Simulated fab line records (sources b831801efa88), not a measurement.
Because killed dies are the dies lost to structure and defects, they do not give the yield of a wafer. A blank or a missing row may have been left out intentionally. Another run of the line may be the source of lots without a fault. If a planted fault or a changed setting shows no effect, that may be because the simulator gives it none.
fab line records	flow sfqLine
[record] lots = 5	wafers = 23
route steps=325 shown I1@80 M2@99 I2@107 M3@123 I3@134 M4@152 I4@164
startH: hours from the record's opening day to when the first of the lot's shown wafers began	waitH: how many hours have passed since the lot's step before this one	" repeats the value in the row above	L1.1+2: a single row standing in for several wafers	- no value, or no start given	* or withheld: withheld	< > ~ a bound
route shown NAME@n: a module of which the file shows steps, and the number in the route of the first	usual: average and standard deviation across the fault-free wafers	same: alike in all rows	chamber/n: place in a boat	sites: the reading at each site	_std_site: how widely they spread, as a standard deviation	_edge_site: the outer-site mean with the inner-site mean subtracted	radiusMm: how far each site lies from the wafer's centre	mask NAME#n: copy n	behind: the most recent tool/chamber to have shaped the wafer	hold: what put the lot on hold/how long, in hours/how the hold closed	device: whichever transistor did not switch (one of n, p or np)	end of line: tests of these same wafers at the route's end	a step with no rows: only its recipe	killed: at the first sort, the dies lost to defects and structure; wafer yield is something else	map: a wafer's dies, x killed, . not, _ none there
set.NAME: the setting the step ran with; set.NAME@STEP: the setting that earlier step ran with	model.NAME: the simulator's own value behind a step, which no gauge read
lots whose settings were changed on purpose; a table a step, a row a wafer
[[steps]]
[step SFQ_TRILAYER_I1_VIA_LITHO_EXPOSE_050]
[recipe] maskId = I1	na = 0.6	sourceShape = conventional	sigmaOuter = 0.65	targetCdNm = 500	doseMj = 21.3
lot.wafer	tool	chamber	startH	waitH	mask	set.doseMj
L076.1+3+5	krfScanner-01	0	471.30	-	I1#0	21.3
L077.1+5+6	krfScanner-01	0	472.50	-	I1#0	21.3
L077.2+3	"	0	"	"	I1#0	22.14
L078.1+6	krfScanner-01	0	473.70	-	I1#0	20.2
L078.2+3+5	"	0	"	"	I1#0	21.3
L083.2+3+4	krfScanner-01	0	485.99	-	I1#0	21.3
L083.5+6	"	0	"	"	I1#0	22.47
L085.1+5+6	krfScanner-02	0	502.58	-	I1#0	21.3
L085.2+3	"	0	"	"	I1#0	20.08
[step SFQ_TRILAYER_I1_VIA_LITHO_PEB_052]
[recipe] pebTempC = 115	pebTimeS = 60	resist = KrF
[step SFQ_TRILAYER_I1_VIA_LITHO_DEVELOP_051]
[recipe] timeS = 60	resist = KrF
[step SFQ_TRILAYER_I1_VIA_BARC_OPEN_VIA_ETCH_071]
[recipe] maskMaterial = PR	chemistry = O2	targetDepthNm = 125	target = BARC	sourceW = 500	biasW = 80	pressureMtorr = 30	timeS = 41.7
lot.wafer	tool	chamber	startH	waitH	set.doseMj@TRILAYER_I1_VIA_LITHO_EXPOSE_050	model.I1.cdNm
L076.1	rieDiel-01	0	472.84	0.0	21.3	500.8
L076.3	"	3	"	"	21.3	502.3
L076.5	"	0	"	"	21.3	501.4
L077.1	rieDiel-04	2	474.04	0.0	21.3	499.4
L077.2	"	1	"	"	22.14	503.9
L077.3	"	0	"	"	22.14	505.1
L077.5+6	"	1,0	"	"	21.3	499.3
L078.1	rieDiel-03	2	475.24	0.0	20.2	489.8
L078.2	"	1	"	"	21.3	498.8
L078.3	"	0	"	"	21.3	498.5
L078.5	"	2	"	"	21.3	500.1
L078.6	"	3	"	"	20.2	491.9
L083.2	rieDiel-03	0	487.32	0.0	21.3	496.3
L083.3	"	2	"	"	21.3	497.3
L083.4	"	1	"	"	21.3	498.3
L083.5	"	1	"	"	22.47	507.4
L083.6	"	0	"	"	22.47	505.5
L085.1	rieDiel-03	1	504.11	0.0	21.3	499.6
L085.2	"	2	"	"	20.08	489.2
L085.3	"	0	"	"	20.08	488.9
L085.5	"	0	"	"	21.3	498.7
L085.6	"	2	"	"	21.3	500
[step SFQ_TRILAYER_I1_VIA_ETCH_VIA_ETCH_052]
[recipe] target = SiO2	stopOn = Nb	maskMaterial = PR	taperDeg = 20	chemistry = CHF3	targetDepthNm = 260	sourceW = 500	biasW = 80	pressureMtorr = 30	timeS = withheld
lot.wafer	tool	chamber	startH	waitH	set.sourceW	set.doseMj@TRILAYER_I1_VIA_LITHO_EXPOSE_050	model.I1.cdNm
L076.1	rieDiel-01	0	472.88	0.0	500	21.3	500.9
L076.3	"	3	"	"	500	21.3	502.3
L076.5	"	0	"	"	500	21.3	501.9
L077.1	rieDiel-04	2	474.08	0.0	500	21.3	496.3
L077.2	"	1	"	"	500	22.14	501.7
L077.3	"	0	"	"	500	22.14	506
L077.5	"	1	"	"	500	21.3	497.9
L077.6	"	0	"	"	500	21.3	499.7
L078.1	rieDiel-03	2	475.28	0.0	500	20.2	487.8
L078.2	"	1	"	"	500	21.3	496.1
L078.3	"	0	"	"	500	21.3	501.2
L078.5	"	2	"	"	500	21.3	499.8
L078.6	"	3	"	"	500	20.2	488.6
L083.2	rieDiel-03	0	487.36	0.0	500	21.3	499.3
L083.3	"	2	"	"	484.3	21.3	497.1
L083.4	"	1	"	"	500	21.3	495.8
L083.5	"	1	"	"	484.3	22.47	504.6
L083.6	"	0	"	"	484.3	22.47	507.4
L085.1	rieDiel-03	1	504.15	0.0	500	21.3	498.6
L085.2	"	2	"	"	500	20.08	488.4
L085.3	"	0	"	"	500	20.08	490.5
L085.5	"	0	"	"	500	21.3	500.8
L085.6	"	2	"	"	500	21.3	499.1
[step SFQ_TRILAYER_M2_BARC_OPEN_METAL_ETCH_077]
[recipe] maskMaterial = PR	chemistry = O2	targetDepthNm = 125	target = BARC	icpW = 600	biasW = 80	pressureMtorr = 10	timeS = 41.7
[usual] oesProductAu = 0.685/0.0041
lot.wafer	tool	chamber	startH	waitH	set.timeS	oesProductAu	model.KrF_of_TRILAYER_M2_LITHO_COAT_057.thkNm
L076.1	rieMetal-01	1	620.01	0.0	41.7	0.685	521.4
L076.3	"	1	"	"	41.7	0.679	523.4
L076.5	"	0	"	"	41.7	0.684	520
L077.1	rieMetal-04	0	621.21	0.0	41.7	0.689	525.6
L077.2	"	1	"	"	41.7	0.688	522.9
L077.3	"	1	"	"	41.7	0.679	523.3
L077.5	"	0	"	"	37.31	0.722	530.8
L077.6	"	1	"	"	37.31	0.722	527.3
L078.1	rieMetal-01	0	622.41	0.0	36.67	0.725	527.7
L078.2	"	1	"	"	36.67	0.724	529.4
L078.3	"	0	"	"	41.7	0.679	521.5
L078.5	"	0	"	"	41.7	0.688	521.1
L078.6	"	1	"	"	41.7	0.685	524.4
L083.2	rieMetal-02	1	636.81	0.0	41.7	0.679	521.8
L083.3	"	0	"	"	41.7	0.685	525.2
L083.4	"	1	"	"	36.87	0.728	532
L083.5	"	0	"	"	41.7	0.684	524.9
L083.6	"	1	"	"	36.87	0.722	528.8
L085.1	rieMetal-01	0	651.21	0.0	37.74	0.711	527.8
L085.2	"	1	"	"	37.74	0.723	528.8
L085.3	"	0	"	"	41.7	0.690	520.9
L085.5	"	1	"	"	41.7	0.692	524.1
L085.6	"	0	"	"	41.7	0.683	521.6
[step SFQ_TRILAYER_I2_VIA_LITHO_COAT_072]
[recipe] resist = BARC	spinRpm = 3000	resistThkNm = 62
lot.wafer	tool	chamber	startH	waitH	set.resistThkNm	model.BARC_of_TRILAYER_I2_VIA_LITHO_COAT_072.thkNm
L076.1	lithoTrack-01	0	635.91	1.0	62	62.27
L076.3	"	0	"	"	62	62.25
L076.5	"	0	"	"	62	62.1
L077.1	lithoTrack-01	0	637.37	1.0	63.98	64.45
L077.2	"	0	"	"	62	62.38
L077.3	"	0	"	"	63.98	64.24
L077.5	"	0	"	"	62	62.49
L077.6	"	0	"	"	63.98	64.46
L078.1+3	lithoTrack-01	0	640.37	1.0	60.25	60.6
L078.2	"	0	"	"	62	62.43
L078.5	"	0	"	"	62	62.34
L078.6	"	0	"	"	62	62.31
L083.2	lithoTrack-04	0	653.96	0.8	60.17	60.34
L083.3	"	0	"	"	60.17	60.21
L083.4	"	0	"	"	62	61.99
L083.5	"	0	"	"	62	62.13
L083.6	"	0	"	"	60.17	60.11
L085.1	lithoTrack-02	0	668.28	1.0	62	62
L085.2	"	0	"	"	62	62.1
L085.3	"	0	"	"	62	62.39
L085.5	"	0	"	"	62	62.04
L085.6	"	0	"	"	62	62.22
[step SFQ_TRILAYER_I2_VIA_LITHO_COAT_067]
[recipe] resist = KrF	spinRpm = 3000	resistThkNm = 650
[step SFQ_TRILAYER_I2_VIA_LITHO_SOFTBAKE_071]
[recipe] tempC = withheld	timeS = withheld	resist = KrF
[step SFQ_TRILAYER_I2_VIA_LITHO_DEVELOP_069]
[recipe] timeS = 60	resist = KrF
[step SFQ_TRILAYER_I2_VIA_BARC_OPEN_VIA_ETCH_096]
[recipe] maskMaterial = PR	chemistry = O2	targetDepthNm = 125	target = BARC	sourceW = 518.3	biasW = 80	pressureMtorr = 30	timeS = 41.7
lot.wafer	tool	chamber	startH	waitH	set.resistThkNm@TRILAYER_I2_VIA_LITHO_COAT_072	model.etch.depthNm
L076.1	rieDiel-03	1	776.14	0.0	62	62.27
L076.3	"	0	"	"	62	62.25
L076.5	"	0	"	"	62	62.1
L077.1	rieDiel-03	3	778.78	0.0	63.98	64.45
L077.2	"	0	"	"	62	62.38
L077.3	"	2	"	"	63.98	64.24
L077.5	"	2	"	"	62	62.49
L077.6	"	3	"	"	63.98	64.46
L078.1	rieDiel-04	2	779.98	0.0	60.25	-
L078.2	"	1	"	"	62	-
L078.3	"	3	"	"	60.25	60.6
L078.5	"	0	"	"	62	62.34
L078.6	"	3	"	"	62	62.31
L083.2+3	rieDiel-02	3,1	793.18	0.0	60.17	-
L083.4	"	2	"	"	62	61.99
L083.5	"	2	"	"	62	62.13
L083.6	"	1	"	"	60.17	60.11
L085.1	rieDiel-02	0	807.58	0.0	62	62
L085.2	"	2	"	"	62	62.1
L085.3+5	"	1	"	"	62	-
L085.6	"	2	"	"	62	62.22
[step SFQ_TRILAYER_M3_LITHO_COAT_075]
[recipe] resist = KrF	spinRpm = 3000	resistThkNm = 600
lot.wafer	tool	chamber	startH	waitH	set.spinRpm	model.KrF_of_TRILAYER_M3_LITHO_COAT_075.thkNm
L076.1+5	lithoTrack-01	0	777.67	0.2	3000	601.1
L076.3	"	0	"	"	3000	599.5
L077.1+6	lithoTrack-01	0	780.30	0.2	3000	599.1
L077.2	"	0	"	"	3000	599.3
L077.3	"	0	"	"	3000	601
L077.5	"	0	"	"	3000	601.2
L078.1	lithoTrack-01	0	781.50	0.2	3000	602.6
L078.2	"	0	"	"	3000	601.3
L078.3	"	0	"	"	3000	600.7
L078.5	"	0	"	"	3000	601.2
L078.6	"	0	"	"	3000	601
L083.2	lithoTrack-03	0	794.75	0.2	3076	594.1
L083.3	"	0	"	"	3076	593
L083.4	"	0	"	"	3076	592.3
L083.5	"	0	"	"	3000	599.3
L083.6	"	0	"	"	3000	599.4
L085.1	lithoTrack-03	0	809.10	0.2	2941	603.6
L085.2	"	0	"	"	2941	606.8
L085.3	"	0	"	"	2941	603.9
L085.5	"	0	"	"	3000	596.8
L085.6	"	0	"	"	3000	598.7
[step SFQ_TRILAYER_I3_CMP_CMP_082]
[recipe] material = SiO2	downForcePsi = 3	platenRpm = 60	padVelocityMS = 0.94248
lot.wafer	tool	chamber	startH	waitH	set.leaveAboveRefNm	model.SiO2_of_TRILAYER_I3_DEP_PECVD_081.thkNm
L076.1	cmp-02	3	921.28	3.4	200	198.9
L076.3	"	0	"	"	200	198
L076.5	"	0	923.78	5.8	200	198.3
L077.3	cmp-02	0	924.28	2.9	191.7	189.2
L077.1	"	2	925.28	3.9	200	199.9
L077.2	"	3	"	"	191.7	189.6
L077.6	"	0	"	"	200	197.3
L077.5	"	1	"	"	200	200.2
L078.3+2	cmp-01	3,2	925.24	1.4	200	200.1
L078.1	"	0	"	"	200	201.5
L078.6	"	3	927.24	3.4	200	199.6
L078.5	"	0	"	"	200	202.1
L083.3	cmp-01	3	944.84	2.3	204.8	205.5
L083.4	"	0	"	"	200	201.6
L083.2	"	1	"	"	204.8	204.7
L083.6	"	2	"	"	200	200.3
L083.5	"	3	"	"	204.8	205.7
L085.2	cmp-02	3	958.16	1.3	208.1	206.7
L085.1	"	0	"	"	200	197
L085.3	"	1	"	"	200	200.4
L085.6	"	3	960.16	3.2	208.1	206.5
L085.5	"	0	"	"	208.1	205.4
[step SFQ_TRILAYER_I3_METRO_MEASURE_083]
[usual] thkNm = 199.6/1.6
lot.wafer	tool	chamber	startH	waitH	set.leaveAboveRefNm@TRILAYER_I3_CMP_CMP_082	thkNm
L076.1	filmMetro-01	-	924.40	0.1	200	198.8
L076.3	"	-	"	"	200	198.0
L076.5	"	-	"	"	200	198.2
L077.1	filmMetro-02	-	927.40	0.1	200	199.7
L077.2	"	-	"	"	191.7	189.4
L077.3	"	-	"	"	191.7	189.2
L077.5	"	-	"	"	200	200.1
L077.6	"	-	"	"	200	197.3
L078.1	filmMetro-01	-	928.36	0.1	200	201.7
L078.2	"	-	"	"	200	200.3
L078.3	"	-	"	"	200	200.0
L078.5	"	-	"	"	200	202.0
L078.6	"	-	"	"	200	199.7
L083.2	filmMetro-01	-	947.66	0.3	204.8	204.9
L083.3	"	-	"	"	204.8	205.3
L083.4	"	-	"	"	200	201.6
L083.5	"	-	"	"	204.8	205.7
L083.6	"	-	"	"	200	200.4
L085.1	filmMetro-02	-	961.28	0.1	200	197.0
L085.2	"	-	"	"	208.1	206.8
L085.3	"	-	"	"	200	200.4
L085.5	"	-	"	"	208.1	205.4
L085.6	"	-	"	"	208.1	206.6
[step SFQ_TRILAYER_I3_VIA_LITHO_COAT_085]
[recipe] resist = KrF	spinRpm = 3000	resistThkNm = 650
lot.wafer	tool	chamber	startH	waitH	set.spinRpm	model.KrF_of_TRILAYER_I3_VIA_LITHO_COAT_085.thkNm
L076.1	lithoTrack-02	0	925.90	0.2	3000	651.1
L076.3	"	0	"	"	3000	653
L076.5	"	0	"	"	3000	650.2
L077.1	lithoTrack-03	0	928.90	0.2	2918	656.2
L077.2	"	0	"	"	2918	657.7
L077.3	"	0	"	"	2918	654.8
L077.5	"	0	"	"	3000	646.9
L077.6	"	0	"	"	3000	647.7
L078.1	lithoTrack-03	0	929.86	0.2	3072	643.4
L078.2	"	0	"	"	3000	652
L078.3	"	0	"	"	3000	650.5
L078.5	"	0	"	"	3072	643.5
L078.6	"	0	"	"	3000	649.2
L083.2	lithoTrack-02	0	949.01	0.2	2789	679.7
L083.3	"	0	"	"	3000	654
L083.4	"	0	"	"	3000	652
L083.5	"	0	"	"	2789	678.5
L083.6	"	0	"	"	2789	678.8
L085.1	lithoTrack-02	0	962.78	0.2	2901	663
L085.2	"	0	"	"	3000	652.1
L085.3	"	0	"	"	2901	663.4
L085.5	"	0	"	"	2901	663.7
L085.6	"	0	"	"	3000	651.3
[step SFQ_TRILAYER_I3_VIA_BARC_OPEN_VIA_ETCH_121]
[recipe] maskMaterial = PR	chemistry = O2	targetDepthNm = 125	target = BARC	sourceW = 500	biasW = 80	pressureMtorr = 30	timeS = 41.7
lot.wafer	tool	chamber	startH	waitH	set.biasW	set.spinRpm@TRILAYER_I3_VIA_LITHO_COAT_085	model.KrF_of_TRILAYER_I3_VIA_LITHO_COAT_085.thkNm
L076.1	rieDiel-02	0	1072.40	0.0	80	3000	575.1
L076.3	"	1	"	"	80	3000	578.1
L076.5	"	3	"	"	80	3000	572.9
L077.1	rieDiel-01	1	1073.60	0.0	80	2918	577.8
L077.2	"	0	"	"	80	2918	579.3
L077.3	"	2	"	"	80	2918	577.9
L077.5	"	0	"	"	80	3000	569
L077.6	"	1	"	"	80	3000	568.7
L078.1	rieDiel-02	1	1074.80	0.0	80	3072	569.1
L078.2	"	0	"	"	88.97	3000	574.2
L078.3	"	3	"	"	88.97	3000	570.8
L078.5	"	0	"	"	88.97	3072	565.9
L078.6	"	1	"	"	80	3000	574.9
L083.2	rieDiel-02	2	1090.40	0.0	80	2789	603.9
L083.3	"	0	"	"	80	3000	577.6
L083.4	"	1	"	"	80	3000	576.7
L083.5	"	3	"	"	80	2789	600.9
L083.6	"	2	"	"	80	2789	602.6
L085.1	rieDiel-02	3	1098.80	0.0	80	2901	585.5
L085.2	"	2	"	"	80	3000	576.3
L085.3	"	1	"	"	80	2901	587.8
L085.5	"	2	"	"	80	2901	588
L085.6	"	1	"	"	80	3000	576.4
[step SFQ_TRILAYER_I3_VIA_ETCH_VIA_ETCH_088]
[recipe] target = SiO2	stopOn = Nb	maskMaterial = PR	taperDeg = 20	chemistry = CHF3	targetDepthNm = 260	sourceW = 500	biasW = 80	pressureMtorr = 30	timeS = withheld
lot.wafer	tool	chamber	startH	waitH	set.leaveAboveRefNm@TRILAYER_I3_CMP_CMP_082	set.spinRpm@TRILAYER_I3_VIA_LITHO_COAT_085	model.KrF_of_TRILAYER_I3_VIA_LITHO_COAT_085.thkNm	model.I3.featureDepthNm	model.etch.depthNm
L076.1	rieDiel-02	0	1072.44	0.0	200	3000	531.2	198.9	198.9
L076.3	"	1	"	"	200	3000	535.3	198	198
L076.5	"	3	"	"	200	3000	527.5	198.3	198.3
L077.1	rieDiel-01	1	1073.64	0.0	200	2918	532.3	199.9	199.9
L077.2	"	0	"	"	191.7	2918	534.6	189.6	189.6
L077.3	"	2	"	"	191.7	2918	533.1	189.2	189.2
L077.5	"	0	"	"	200	3000	524.4	200.2	200.2
L077.6	"	1	"	"	200	3000	523.5	197.3	197.3
L078.1	rieDiel-02	1	1074.84	0.0	200	3072	526	201.5	-
L078.2	"	0	"	"	200	3000	530.1	200.1	-
L078.3	"	3	"	"	200	3000	524.9	200.1	200.1
L078.5	"	0	"	"	200	3072	521.9	202.1	202.1
L078.6	"	1	"	"	200	3000	531.3	199.6	199.6
L083.2	rieDiel-02	2	1090.44	0.0	204.8	2789	560	204.7	-
L083.3	"	0	"	"	204.8	3000	533.6	205.5	-
L083.4	"	1	"	"	200	3000	533.9	201.6	201.6
L083.5	"	3	"	"	204.8	2789	555.9	205.7	205.7
L083.6	"	2	"	"	200	2789	559.4	200.3	200.3
L085.1	rieDiel-02	3	1098.84	0.0	200	2901	540.4	197	197
L085.2	"	2	"	"	208.1	3000	532.8	206.7	206.7
L085.3	"	1	"	"	200	2901	544.5	200.4	-
L085.5	"	2	"	"	208.1	2901	544.1	205.4	-
L085.6	"	1	"	"	208.1	3000	532.7	206.5	206.5
[step SFQ_TRILAYER_M4_LITHO_COAT_098]
[recipe] resist = BARC	spinRpm = 3000	resistThkNm = 62
lot.wafer	tool	chamber	startH	waitH	set.spinRpm	model.BARC_of_TRILAYER_M4_LITHO_COAT_098.thkNm
L076.1	lithoTrack-03	0	1073.64	0.1	3000	62.13
L076.3	"	0	"	"	3000	62.12
L076.5	"	0	"	"	3000	61.79
L077.1	lithoTrack-03	0	1074.83	0.1	3000	62.06
L077.2	"	0	"	"	3000	61.84
L077.3+6	"	0	"	"	3000	62.12
L077.5	"	0	"	"	3000	61.9
L078.1	lithoTrack-01	0	1076.04	0.1	3000	62.03
L078.2	"	0	"	"	3116	60.75
L078.3	"	0	"	"	3000	61.7
L078.5	"	0	"	"	3116	60.73
L078.6	"	0	"	"	3000	61.77
L083.2	lithoTrack-02	0	1091.68	0.1	3000	62.42
L083.3	"	0	"	"	3118	61.29
L083.4+5	"	0	"	"	3000	62.19
L083.6	"	0	"	"	3118	61.03
L085.1	lithoTrack-03	0	1100.64	0.1	3130	60.91
L085.2	"	0	"	"	3130	60.5
L085.3	"	0	"	"	3000	61.97
L085.5	"	0	"	"	3130	60.69
L085.6	"	0	"	"	3000	62.02
[step SFQ_TRILAYER_M4_BARC_OPEN_METAL_ETCH_123]
[recipe] maskMaterial = PR	chemistry = O2	targetDepthNm = 125	target = BARC	icpW = 600	biasW = 80	pressureMtorr = 10	timeS = 41.7
lot.wafer	tool	chamber	startH	waitH	set.icpW	set.spinRpm@TRILAYER_M4_LITHO_COAT_098	model.etch.depthNm
L076.1	rieMetal-02	0	1190.96	0.0	600	3000	62.13
L076.3	"	1	"	"	600	3000	62.12
L076.5	"	1	"	"	600	3000	61.79
L077.1	rieMetal-01	0	1193.36	0.0	600	3000	62.06
L077.2	"	1	"	"	600	3000	61.84
L077.3+6	"	1,0	"	"	660.8	3000	62.12
L077.5	"	1	"	"	660.8	3000	61.9
L078.1	rieMetal-04	1	1196.96	0.0	631.5	3000	-
L078.2	"	0	"	"	600	3116	-
L078.3	"	1	"	"	631.5	3000	61.7
L078.5	"	0	"	"	631.5	3116	60.73
L078.6	"	1	"	"	600	3000	61.77
L083.2	rieMetal-04	1	1224.56	0.0	600	3000	-
L083.3	"	0	"	"	632	3118	-
L083.4+5	"	1	"	"	632	3000	62.19
L083.6	"	0	"	"	600	3118	61.03
L085.1	rieMetal-04	1	1237.76	0.0	600	3130	60.91
L085.2	"	0	"	"	600	3130	60.5
L085.3	"	1	"	"	600	3000	-
L085.5	"	1	"	"	600	3130	-
L085.6	"	0	"	"	600	3000	62.02
[step SFQ_TRILAYER_I4_CMP_CMP_100]
[recipe] material = SiO2	downForcePsi = 3	platenRpm = 60	padVelocityMS = 0.94248
lot.wafer	tool	chamber	startH	waitH	set.leaveAboveRefNm	model.SiO2_of_TRILAYER_I4_DEP_PECVD_099.thkNm
L076.1	cmp-01	1	1194.78	2.8	200	199.9
L076.3	"	2	"	"	200	201.2
L076.5	"	2	1197.28	5.3	200	201
L077.1	cmp-02	3	1198.18	3.8	200	199
L077.3	"	0	"	"	203.9	203
L077.2	"	1	"	"	203.9	204.4
L077.5	"	3	1200.18	5.8	200	199.9
L077.6	"	0	"	"	203.9	202.9
L078.1	cmp-02	1	1201.18	3.2	194.6	195.5
L078.2	"	2	"	"	194.6	194.7
L078.3	"	3	"	"	194.6	193.1
L078.6	"	1	1203.18	5.2	200	199.6
L078.5	"	2	"	"	200	201.7
L083.4	cmp-01	1	1231.28	5.7	188.5	187.2
L083.3	"	2	"	"	188.5	188.1
L083.2	"	3	"	"	188.5	187.9
L083.5	"	0	"	"	200	200.5
L083.6	"	1	"	"	200	198.4
L085.2	cmp-02	3	1240.18	1.4	200	198.5
L085.1	"	0	"	"	200	198.7
L085.3	"	2	1241.68	2.9	200	202.3
L085.5+6	"	3,0	"	"	200	198.6
[step SFQ_TRILAYER_I4_METRO_MEASURE_101]
[usual] thkNm = 200.2/1.4
lot.wafer	tool	chamber	startH	waitH	set.leaveAboveRefNm@TRILAYER_I4_CMP_CMP_100	thkNm
L076.1	filmMetro-01	-	1197.90	0.1	200	199.9
L076.3	"	-	"	"	200	201.2
L076.5	"	-	"	"	200	201.1
L077.1	filmMetro-03	-	1201.30	0.1	200	199.0
L077.2	"	-	"	"	203.9	204.5
L077.3	"	-	"	"	203.9	203.0
L077.5	"	-	"	"	200	199.8
L077.6	"	-	"	"	203.9	203.0
L078.1	filmMetro-04	-	1204.30	0.1	194.6	195.4
L078.2	"	-	"	"	194.6	194.7
L078.3	"	-	"	"	194.6	193.2
L078.5	"	-	"	"	200	201.6
L078.6	"	-	"	"	200	199.4
L083.2	filmMetro-01	-	1234.10	0.3	188.5	187.8
L083.3	"	-	"	"	188.5	187.9
L083.4	"	-	"	"	188.5	187.2
L083.5	"	-	"	"	200	200.5
L083.6	"	-	"	"	200	198.4
L085.1	filmMetro-01	-	1243.30	0.1	200	198.7
L085.2	"	-	"	"	200	198.6
L085.3	"	-	"	"	200	202.5
L085.5	"	-	"	"	200	198.7
L085.6	"	-	"	"	200	198.5
[[key]]
[split] step = SFQ_TRILAYER_I1_VIA_LITHO_EXPOSE_050	setting = doseMj	stated = 21.3	by = wafer
[response] step = SFQ_TRILAYER_I1_VIA_BARC_OPEN_VIA_ETCH_071	reading = model.I1.cdNm	change = +1.64	per = 1%	r = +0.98
[response] step = SFQ_TRILAYER_I1_VIA_ETCH_VIA_ETCH_052	reading = model.I1.cdNm	change = +1.75	per = 1%	r = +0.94
[split] step = SFQ_TRILAYER_I1_VIA_ETCH_VIA_ETCH_052	setting = sourceW	stated = 500	by = wafer
response none clear
[split] step = SFQ_TRILAYER_M2_BARC_OPEN_METAL_ETCH_077	setting = timeS	stated = 41.7	by = wafer
[response] step = SFQ_TRILAYER_M2_BARC_OPEN_METAL_ETCH_077	reading = oesProductAu	change = -0.00342	per = 1%	r = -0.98
[response] step = SFQ_TRILAYER_M2_BARC_OPEN_METAL_ETCH_077	reading = model.KrF_of_TRILAYER_M2_LITHO_COAT_057.thkNm	change = -0.544	per = 1%	r = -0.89
[split] step = SFQ_TRILAYER_I2_VIA_LITHO_COAT_072	setting = resistThkNm	stated = 62	by = wafer
[response] step = SFQ_TRILAYER_I2_VIA_LITHO_COAT_072	reading = model.BARC_of_TRILAYER_I2_VIA_LITHO_COAT_072.thkNm	change = +0.618	per = 1%	r = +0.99
[response] step = SFQ_TRILAYER_I2_VIA_BARC_OPEN_VIA_ETCH_096	reading = model.etch.depthNm	change = +0.622	per = 1%	r = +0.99
[split] step = SFQ_TRILAYER_M3_LITHO_COAT_075	setting = spinRpm	stated = 3000	by = wafer
[response] step = SFQ_TRILAYER_M3_LITHO_COAT_075	reading = model.KrF_of_TRILAYER_M3_LITHO_COAT_075.thkNm	change = -2.88	per = 1%	r = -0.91
[split] step = SFQ_TRILAYER_I3_CMP_CMP_082	setting = leaveAboveRefNm	stated = 200	by = wafer
[response] step = SFQ_TRILAYER_I3_CMP_CMP_082	reading = model.SiO2_of_TRILAYER_I3_DEP_PECVD_081.thkNm	change = +2.07	per = 1%	r = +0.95
[response] step = SFQ_TRILAYER_I3_METRO_MEASURE_083	reading = thkNm	change = +2.07	per = 1%	r = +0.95
[response] step = SFQ_TRILAYER_I3_VIA_ETCH_VIA_ETCH_088	reading = model.I3.featureDepthNm	change = +2.07	per = 1%	r = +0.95
[response] step = SFQ_TRILAYER_I3_VIA_ETCH_VIA_ETCH_088	reading = model.etch.depthNm	change = +2.32	per = 1%	r = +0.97
[split] step = SFQ_TRILAYER_I3_VIA_LITHO_COAT_085	setting = spinRpm	stated = 3000	by = wafer
[response] step = SFQ_TRILAYER_I3_VIA_LITHO_COAT_085	reading = model.KrF_of_TRILAYER_I3_VIA_LITHO_COAT_085.thkNm	change = -3.57	per = 1%	r = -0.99
[response] step = SFQ_TRILAYER_I3_VIA_BARC_OPEN_VIA_ETCH_121	reading = model.KrF_of_TRILAYER_I3_VIA_LITHO_COAT_085.thkNm	change = -3.44	per = 1%	r = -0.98
[response] step = SFQ_TRILAYER_I3_VIA_ETCH_VIA_ETCH_088	reading = model.KrF_of_TRILAYER_I3_VIA_LITHO_COAT_085.thkNm	change = -3.33	per = 1%	r = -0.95
[split] step = SFQ_TRILAYER_I3_VIA_BARC_OPEN_VIA_ETCH_121	setting = biasW	stated = 80	by = wafer
response none clear
[split] step = SFQ_TRILAYER_M4_LITHO_COAT_098	setting = spinRpm	stated = 3000	by = wafer
[response] step = SFQ_TRILAYER_M4_LITHO_COAT_098	reading = model.BARC_of_TRILAYER_M4_LITHO_COAT_098.thkNm	change = -0.288	per = 1%	r = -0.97
[response] step = SFQ_TRILAYER_M4_BARC_OPEN_METAL_ETCH_123	reading = model.etch.depthNm	change = -0.287	per = 1%	r = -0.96
[split] step = SFQ_TRILAYER_M4_BARC_OPEN_METAL_ETCH_123	setting = icpW	stated = 600	by = wafer
response none clear
[split] step = SFQ_TRILAYER_I4_CMP_CMP_100	setting = leaveAboveRefNm	stated = 200	by = wafer
[response] step = SFQ_TRILAYER_I4_CMP_CMP_100	reading = model.SiO2_of_TRILAYER_I4_DEP_PECVD_099.thkNm	change = +2.08	per = 1%	r = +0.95
[response] step = SFQ_TRILAYER_I4_METRO_MEASURE_101	reading = thkNm	change = +2.09	per = 1%	r = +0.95
